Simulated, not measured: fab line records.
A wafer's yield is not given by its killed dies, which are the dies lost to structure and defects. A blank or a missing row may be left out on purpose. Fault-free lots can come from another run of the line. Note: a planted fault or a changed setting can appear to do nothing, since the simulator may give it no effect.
Which tool was responsible? | flow sky130 | 12 lots, 36 wafers sampled, at 5 steps of a route of 708

WHAT EACH GAUGE READ, for each wafer
SKY_SONOS_ONO_THK_MEAS_05. Usual: SONOS_ONO_CVD_04_THK typically reads 5.69 nm, with standard deviation 0.12.
lot  | measured     | on           | SONOS_ONO_CVD_04_THK (nm) | flag
L158 | day 11 16:27 | filmMetro-03 | 5.69 5.59 5.67            | 
L159 | day 12 00:47 | filmMetro-01 | 5.71 5.62 5.68            | 
L161 | day 12 12:17 | filmMetro-03 | 5.89 5.74 5.77            | 
L162 | day 13 04:34 | filmMetro-01 | 5.52 5.44 5.53            | 
L163 | day 13 13:55 | filmMetro-03 | 5.63 5.74 5.74            | 
L167 | day 14 10:16 | filmMetro-03 | 5.69 5.65 5.61            | 
L168 | day 14 16:34 | filmMetro-03 | 5.71 5.66 5.80            | 
L169 | day 15 11:49 | filmMetro-02 | 5.48 5.52 5.50            | 
L171 | day 16 03:08 | filmMetro-02 | 5.97 6.02 5.98            | 
L177 | day 17 22:17 | filmMetro-03 | 5.65 5.53 5.61            | 
L178 | day 18 01:52 | filmMetro-02 | 5.58 5.66 5.75            | 
L181 | day 19 05:22 | filmMetro-01 | 5.73 5.65 5.73            | 

SKY_POLY_GATE_THK_MEAS_01. Usual: POLY_GATE_CVD_00_THK typically reads 180.7 nm, with standard deviation 1.7.
lot  | measured     | on           | POLY_GATE_CVD_00_THK (nm) | flag
L158 | day 14 00:25 | filmMetro-03 | 183.2 184.5 183.4         | 
L159 | day 14 11:02 | filmMetro-03 | 180.5 182.8 180.5         | 
L161 | day 14 23:14 | filmMetro-03 | 184.4 184.3 182.5         | 
L162 | day 15 14:56 | filmMetro-03 | 180.0 180.9 179.8         | 
L163 | day 16 00:56 | filmMetro-04 | 180.3 179.4 179.0         | 
L167 | day 17 01:46 | filmMetro-04 | 179.4 180.7 180.8         | 
L168 | day 17 06:16 | filmMetro-04 | 179.2 180.3 180.9         | 
L169 | day 18 04:34 | filmMetro-03 | 179.7 178.3 178.9         | 
L171 | day 18 19:25 | filmMetro-03 | 180.2 181.2 179.5         | 
L177 | day 20 16:55 | filmMetro-03 | 182.0 182.2 182.0         | 
L178 | day 20 19:22 | filmMetro-03 | 182.0 180.8 181.1         | 
L181 | day 21 23:45 | filmMetro-02 | 178.1 180.7 178.2         | 

SKY_LDD_P_OVL_MEAS_08. Usual: LDD_P_OVL typically reads -0.2 nm, with standard deviation 1.3.
lot  | measured     | on         | LDD_P_OVL (nm) | flag
L158 | day 18 22:53 | overlay-02 | -1.8 -0.9 -1.2 | 
L159 | day 19 09:48 | overlay-01 | 1.6 0.0 -0.7   | 
L161 | day 20 04:36 | overlay-01 | 0.2 -1.7 2.7   | 
L162 | day 20 22:23 | overlay-02 | -0.2 -0.8 -1.2 | 
L163 | day 21 05:59 | overlay-01 | 1.5 -2.8 -0.8  | 
L167 | day 22 07:56 | overlay-02 | 1.5 0.4 -0.4   | 
L168 | day 22 12:24 | overlay-01 | -0.3 -0.5 1.2  | 
L169 | day 23 10:33 | overlay-02 | 35.8 34.6 33.7 | OFF
L171 | day 24 01:47 | overlay-01 | 40.0 39.1 37.8 | OFF
L177 | day 25 23:00 | overlay-02 | 34.9 34.1 34.6 | OFF
L178 | day 26 03:03 | overlay-02 | 0.3 1.6 -0.8   | 
L181 | day 27 01:50 | overlay-02 | 0.2 1.6 -0.2   | 

EACH LOT AND THE TOOL THAT RAN IT (in order: tool; ch and the chambers of the sampled wafers; start)
lot  | SKY_RES_PROTECT_STRIP_07            | SKY_LDD_P_EXPOSE_04
L158 | plasmaAsher-04 ch 0,1, day 15 02:25 | ilineStepper-02 ch 0, day 18 07:40
L159 | plasmaAsher-02 ch 0,1, day 15 14:41 | ilineStepper-02 ch 0, day 18 19:21
L161 | plasmaAsher-03 ch 0,1, day 16 03:13 | ilineStepper-02 ch 0, day 19 13:06
L162 | plasmaAsher-04 ch 0,1, day 16 18:50 | ilineStepper-01 ch 0, day 20 06:46
L163 | plasmaAsher-04 ch 0,1, day 17 05:01 | ilineStepper-01 ch 0, day 20 14:19
L167 | plasmaAsher-02 ch 0,1, day 18 07:29 | ilineStepper-02 ch 0, day 21 17:03
L168 | plasmaAsher-04 ch 0,1, day 18 11:34 | ilineStepper-01 ch 0, day 21 21:22
L169 | plasmaAsher-02 ch 0, day 19 10:56   | ilineStepper-01 ch 0, day 22 19:46
L171 | plasmaAsher-04 ch 0,1, day 20 02:08 | ilineStepper-01 ch 0, day 23 10:33
L177 | plasmaAsher-04 ch 0,1, day 21 23:34 | ilineStepper-01 ch 0, day 25 08:13
L178 | plasmaAsher-03 ch 0,1, day 22 02:04 | ilineStepper-02 ch 0, day 25 12:21
L181 | plasmaAsher-04 ch 0,1, day 23 05:37 | ilineStepper-02 ch 0, day 26 11:19
- SKY_RES_PROTECT_STRIP_07: strips in O2/N2.
- SKY_LDD_P_EXPOSE_04: exposes mask PSDM, target cd 380 nm.

AS READ BY THE TOOLS THEMSELVES (means over the sampled wafers that have a number; for cases with no such wafer, the mark the record gives instead)
SKY_RES_PROTECT_STRIP_07. Usual: drypumpMotorCurrentA 5.93 A, standard deviation 0.25; oesProductAu 0.517 a.u., standard deviation 0.0048; stripTimeToEndpointS 23.27 s, standard deviation 0.035.
lot  | tool           | drypumpMotorCurrentA (A) | oesProductAu (a.u.) | stripTimeToEndpointS (s) | flag
L158 | plasmaAsher-04 | 5.92                     | 0.517               | 23.33                    | 
L159 | plasmaAsher-02 | 6.08                     | 0.519               | 23.24                    | 
L161 | plasmaAsher-03 | 5.74                     | 0.518               | 23.28                    | 
L162 | plasmaAsher-04 | 5.81                     | 0.516               | 23.26                    | 
L163 | plasmaAsher-04 | 5.80                     | 0.520               | 23.33                    | 
L167 | plasmaAsher-02 | 6.18                     | 0.520               | 23.30                    | 
L168 | plasmaAsher-04 | 5.94                     | 0.516               | 23.25                    | 
L169 | plasmaAsher-02 | 5.99                     | 0.522               | 23.21                    | 
L171 | plasmaAsher-04 | 5.96                     | 0.519               | 23.25                    | 
L177 | plasmaAsher-04 | 5.95                     | 0.524               | 23.29                    | 
L178 | plasmaAsher-03 | 5.94                     | 0.519               | 23.29                    | 
L181 | plasmaAsher-04 | 5.81                     | 0.514               | 23.23                    | 

THE ANSWER, worked out from the rows above alone
Rule: a lot is off if the mean of its wafers that have a number lies more than 3 standard deviations from the usual mean. A lot without any number at a reading at which 4 lots or more have one is off too. Any other lot the step has rows for is counted as sound. After the gauges, taken in route order, come the tools' own readings; for these a lot's mean is taken, as printed above. At the first step where some lot is off, the reading lying furthest off is the one used; lots without a number count as furthest.
Off: at SKY_LDD_P_OVL_MEAS_08 (LDD_P_OVL), L169, L171, L177.
If a tool, at a process step before that reading, ran all the lots that are off and no sound lot after the first of them, it fits. The gauges at SKY_LDD_P_OVL_MEAS_08 are tried like those tools. One fits: SKY_LDD_P_EXPOSE_04 on ilineStepper-01. Its last sound lot is L168 (day 21 21:22), its first lot that is off L169 (day 22 19:46): a fault that began between those two fits.

WHAT HAD BEEN PUT IN BY THE SIMULATOR
Scanner matching overlay: ilineStepper-01, from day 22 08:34 on, at SKY_LDD_P_EXPOSE_04. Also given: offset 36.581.
Lots struck among those shown: L169, L171, L177. The rule above reached the same finding.
